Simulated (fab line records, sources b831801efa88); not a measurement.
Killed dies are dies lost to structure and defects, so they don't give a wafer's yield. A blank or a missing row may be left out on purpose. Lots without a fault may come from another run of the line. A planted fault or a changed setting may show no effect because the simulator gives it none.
One fault seen from 2 desks | flow gf180mcu | each desk has only its own numbers; what lay behind them comes last

THE METROLOGY DESK
What the gauges read, lot by lot, whatever tool the lot ran on: means of the sampled wafers that have a number. A lot is out of limits, marked OUT, if its mean lies more than 4 standard deviations from the usual mean; the brackets give that distance.
Columns: A = M3_ALCU_RS at GF_M3_RS_MEAS_05, usual 0.0697 ohm/sq; B = M3_ALCU_THK at GF_M3_THK_MEAS_06, usual 447 nm
lot  | first seen here | A                | B
L560 | day 20 01:14    | 0.0701           | 445
L563 | day 21 02:56    | 0.0700           | 448
L564 | day 21 23:43    | 0.0705           | 442
L565 | day 22 00:57    | 0.0695           | 451
L566 | day 22 10:34    | 0.0694           | 446
L567 | day 22 23:47    | 0.0683           | 453
L573 | day 25 09:15    | 0.0539 (-19) OUT | 581 (+22) OUT
L575 | day 25 15:32    | 0.0536 (-20) OUT | 573 (+21) OUT
L574 | day 25 21:31    | 0.0694           | 450
L576 | day 26 01:54    | 0.0706           | 444
L581 | day 27 12:45    | 0.0692           | 451
This desk's finding: out of limits on L573, L575; first on L573, day 25 09:15 (M3_ALCU_RS at GF_M3_RS_MEAS_05). In limits: L560, L563, L564, L565, L566, L567, L574, L576, L581.

THE TOOL OWNER'S DESK: pvd_sputter-02
The tool's own readings at GF_M3_SPUTTER_02 (material AlCu, target thk 450 nm, time 23.9 s): means of the sampled wafers that have a number, for each lot that ran on this tool. A lot is out of limits, marked OUT, if its mean lies more than 4 standard deviations from the usual mean; the brackets give that distance.
Columns: A = chamber_pressure_pa at GF_M3_SPUTTER_02, usual 0.4000 Pa; B = throttle_valve_pct at GF_M3_SPUTTER_02, usual 29.6 %
lot  | first seen here | A      | B
L560 | day 20 01:09    | 0.4003 | 29.1
L565 | day 22 00:50    | 0.3991 | 29.6
L566 | day 22 10:26    | 0.4002 | 29.8
L573 | day 25 09:07    | 0.4012 | 30.0
L575 | day 25 15:25    | 0.4002 | 29.6
This desk's finding: nothing out of limits on any of the 5 lots.

PUT TOGETHER
The metrology desk could have raised an alarm at day 25 09:15, on L573, L575.
The tool owner's desk saw nothing out of limits.
The tool owner's desk has L573, L575 on record, within its limits.
Of the lots named, all ran GF_M3_SPUTTER_02 on pvd_sputter-02.

WHAT THE SIMULATOR HAD PUT IN
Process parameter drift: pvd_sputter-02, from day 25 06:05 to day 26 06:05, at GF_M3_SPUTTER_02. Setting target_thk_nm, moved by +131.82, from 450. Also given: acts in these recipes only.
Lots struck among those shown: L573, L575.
Hours from the fault's start to each desk's first reading out of limits: the metrology desk, 3.
